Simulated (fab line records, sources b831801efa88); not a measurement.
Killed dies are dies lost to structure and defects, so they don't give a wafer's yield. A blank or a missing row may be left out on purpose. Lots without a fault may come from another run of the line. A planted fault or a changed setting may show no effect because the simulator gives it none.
A struck lot beside a sound one | flow sky130 | 18 steps out of a route of 708
Sound: wafers L392.1, L392.4, L392.6. Struck: wafers L406.1, L406.3, L406.5. The cause comes at the end.
At each step with rows: each side's tool, then ch and its chambers, then its first start. Under that, the readings that differ: sound wafers | struck wafers | difference of the means | sigmas: that difference in standard deviations of wafers without a fault.
alike: readings whose means differ by less than 2 such deviations, and words and numbers that are the same on both sides. not compared: withheld readings, readings that some wafer has no value for, bounds like >300 that may hide the same value, and numbers for which the record gives no deviation and whose values overlap.
The two part at a step that has a row with sigmas, a row that says differs or no value, or rows on one side only. Numbers that don't overlap but have no deviation are shown without sigmas and don't part them. A reading that every wafer of one side lacks parts them only if that side has two wafers or more.

first, 1 step without rows for these wafers: SKY_VT_ADJUST_PCH_IMPLANT_08.
SKY_VT_ADJUST_PCH_STRIP_09: strips in O2/N2.
  sound on plasma_asher-02 ch 0,1, day 11 15:35; struck on plasma_asher-02 ch 0,1, day 15 18:56
  alike: chamber_pressure_mTorr, drypump_motor_current_A, oes_product_au, strip_time_to_endpoint_s
  not compared: rf_hours_counter_h
SKY_VT_ADJUST_PCH_TW_MEAS_10:
  sound on film_metro-01, day 11 15:41; struck on film_metro-04, day 15 19:02
  alike: VT_ADJUST_PCH_TW
then, 7 steps without rows for these wafers: SKY_SONOS_TUNNEL_DEHYDRATE_00 (time 60 s); SKY_SONOS_TUNNEL_HMDS_01 (prime time 60 s); SKY_SONOS_TUNNEL_COAT_02 (resist thk 1140 nm); SKY_SONOS_TUNNEL_SOFTBAKE_03 (time 58.31 s); SKY_SONOS_TUNNEL_EXPOSE_04 (exposes mask TUNM, target cd 410 nm); SKY_SONOS_TUNNEL_PEB_05; SKY_SONOS_TUNNEL_DEVELOP_06 (develop time 60 s).
SKY_SONOS_TUNNEL_CD_MEAS_07: target cd 410 nm.
  sound on cd_sem-01, day 12 15:39; struck on cd_sem-01, day 16 21:47
  reading    | sound             | struck            | difference | sigmas
  cd_nm (nm) | 410.6 409.7 413.6 | 406.6 406.0 405.0 | -5.4       | -2
SKY_SONOS_TUNNEL_OVL_MEAS_08:
  sound on overlay-02, day 12 15:46; struck on overlay-01, day 16 21:54
  alike: SONOS_TUNNEL_OVL
SKY_SONOS_TUNNEL_IMPLANT_09:
  sound on implanter-01 ch 0, day 12 15:48; struck on implanter-03 ch 0, day 16 21:56
  reading            | sound           | struck         | difference | sigmas
  beam_on_s (s)      | 9.86 9.88 10.20 | 8.16 8.27 8.40 | -1.70      | -9
  faraday_current_uA | 5.73 5.71 5.49  | 6.92 6.81 6.69 | +1.16      | +11
then, 2 steps without rows for these wafers: SKY_SONOS_TUNNEL_WET_ETCH_10 (etches SiO2 in dHF, target depth 14 nm, time 280 s); SKY_SONOS_TUNNEL_STRIP_11 (strips in SPM, time 600 s).
SKY_SONOS_TUNNEL_TW_MEAS_12:
  sound on film_metro-04, day 12 16:13; struck on film_metro-04, day 16 22:23
  reading         | sound       | struck      | difference | sigmas
  SONOS_TUNNEL_TW | 200 201 200 | 191 192 192 | -9         | -3
then, 1 step without rows for these wafers: SKY_SONOS_TUNNEL_CLEAN_13 (cleans in dHF, time 20 s).
-- the record jumps here: 33 days lie between the struck wafers' starts before and after (it left off in module SONOS_TUNNEL and takes up again in module PAD_OPEN, whose first step shown is number 708 of the route) --
SKY_PAD_OPEN_PROBE_99:
  sound on prober-01, day 47 09:07; struck on prober-01, day 50 08:09
  reading                              | sound                   | struck                  | difference | sigmas
  model.etest.sonos_uncharged.vt_v (V) | -0.4164 -0.4356 -0.4307 | -0.4849 -0.4472 -0.4528 | -0.0341    |
  alike: killed_at_M0_to_M3, killed_at_M4_up, killed_at_contacts, killed_at_front_end, killed_at_other, killed_dies, killed_open, killed_short

WHERE THEY PART
First at SKY_SONOS_TUNNEL_CD_MEAS_07; last, within this record, at SKY_SONOS_TUNNEL_TW_MEAS_12. Later steps at which nothing parts them and some readings are alike: SKY_PAD_OPEN_PROBE_99.

WHY: what the simulator had put in
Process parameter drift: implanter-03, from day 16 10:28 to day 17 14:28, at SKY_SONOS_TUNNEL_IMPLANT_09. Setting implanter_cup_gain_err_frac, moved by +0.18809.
